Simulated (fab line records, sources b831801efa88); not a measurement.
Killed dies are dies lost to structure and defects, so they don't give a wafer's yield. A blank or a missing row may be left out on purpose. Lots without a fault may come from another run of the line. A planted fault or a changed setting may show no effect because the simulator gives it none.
Chamber matching | flow gf180mcu | GF_V3_CVD_02 on pecvd-03: 3 sister chambers
The step deposits SiO2 from TEOS, target thk 850 nm, time 94.851 s. 6 wafers are shown with their chamber, then 9 later ones without.

WAFERS WITH THEIR CHAMBER
wafer  | chamber | heater_power_w (W)
L087.1 | 0       | 828
L087.3 | 2       | 581
L087.5 | 2       | 617
L088.1 | 1       | 604
L088.3 | 0       | 761
L088.4 | 1       | 653

WAFERS WITHOUT THEIR CHAMBER
wafer  | heater_power_w (W)
L089.1 | 827
L089.2 | 621
L089.3 | 526
L093.1 | 650
L093.2 | 713
L093.5 | 543
L093.3 | 761
L093.4 | 655
L093.6 | 821

WHICH CHAMBER EACH WENT THROUGH
wafer  | from the rows above          | in truth
L089.1 | 0                            | 0
L089.2 | can't be placed: 1 or 2      | 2
L089.3 | can't be placed: 2 or 1      | 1
L093.1 | can't be placed: 1 or 2      | 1
L093.2 | can't be placed: 0 or 1 or 2 | 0
L093.5 | can't be placed: 2 or 1      | 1
L093.3 | 0                            | 0
L093.4 | can't be placed: 1 or 2      | 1
L093.6 | 0                            | 0
Placed correctly: 3 of 9. Can't be placed from these rows: 6 (the true chamber is among the candidates in 6). Placed wrongly: 0.
How it was worked out, from the rows above alone: a wafer's distance from a chamber is the root of the sum, over the readings, of the square of ((its reading less the chamber's mean) divided by the reading's scatter). The wafer belongs to the nearest chamber; if the next one is less than 2 further off, it can't be placed. A chamber's mean is the mean of its shown wafers. The scatter: the root of (the sum of the squares of (reading less its chamber's mean) over the shown wafers, divided by (wafers less chambers)).
